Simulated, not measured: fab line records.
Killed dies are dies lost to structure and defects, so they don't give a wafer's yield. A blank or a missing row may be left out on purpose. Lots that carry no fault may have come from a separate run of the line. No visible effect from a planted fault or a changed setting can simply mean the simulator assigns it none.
What tool caused it? ; flow sky130 ; 33 wafers from 11 lots sampled at 2 of the route's 708 steps

== WHAT THE GAUGES READ, wafer by wafer ==
SKY_LI_CONTACT_THK_MEAS_01.
lot;measured;on;LI_CONTACT_HDPCVD_THK (nm)
L529;day 28 16:14;film-metro-03;947 935 945
L530;day 29 05:30;film-metro-01;933 921 921
L531;day 29 08:30;film-metro-01;932 939 933
L532;day 29 18:59;film-metro-01;928 925 924
L534;day 30 08:29;film-metro-02;940 929 921
L537;day 31 04:17;film-metro-02;924 927 937
L540;day 32 02:48;film-metro-03;932 918 924
L541;day 32 09:58;film-metro-02;931 937 928
L542;day 33 00:15;film-metro-03;942 936 944
L543;day 33 01:31;film-metro-02;1019 937 946
L545;day 34 00:14;film-metro-03;934 926 1009

== WHICH TOOL RAN EACH LOT (tool, then ch and the chambers of the sampled wafers, then the start) ==
lot;SKY_LI_CONTACT_HDPCVD_00
L529;hdpcvd-02 ch 0,1,2, day 28 16:09
L530;hdpcvd-02 ch 0,1, day 29 05:24
L531;hdpcvd-02 ch 0,1, day 29 08:24
L532;hdpcvd-02 ch 0,1,2, day 29 18:53
L534;hdpcvd-01 ch 0,1,2, day 30 08:23
L537;hdpcvd-02 ch 0,1,2, day 31 04:11
L540;hdpcvd-01 ch 0,1, day 32 02:41
L541;hdpcvd-02 ch 0,2, day 32 09:51
L542;hdpcvd-01 ch 1,2, day 33 00:08
L543;hdpcvd-02 ch 0,1,2, day 33 01:26
L545;hdpcvd-02 ch 0,1,2, day 34 00:08
- SKY_LI_CONTACT_HDPCVD_00: deposits PSG, target thk 930 nm, time 155 s.

== THE ANSWER, worked out from the rows above alone ==
Rule: the lots themselves supply what counts as usual. The widest of any qualifying gaps counts: lots, ordered by their means at a reading, are off when they make up no more than a third of the lots, leave a main group of 4 or more, and stand apart from it by 3 or more times the standard deviation of that group's means. Not used: any main group whose means are identical at the precision the tables above print for the reading. Also off: a lot with no number at a reading for which 4 or more lots have one. Where the step has rows for the other lots, those lots are counted as sound.
Nothing can be told from this: no lot is off at any reading shown.

== WHAT THE SIMULATOR PUT IN ==
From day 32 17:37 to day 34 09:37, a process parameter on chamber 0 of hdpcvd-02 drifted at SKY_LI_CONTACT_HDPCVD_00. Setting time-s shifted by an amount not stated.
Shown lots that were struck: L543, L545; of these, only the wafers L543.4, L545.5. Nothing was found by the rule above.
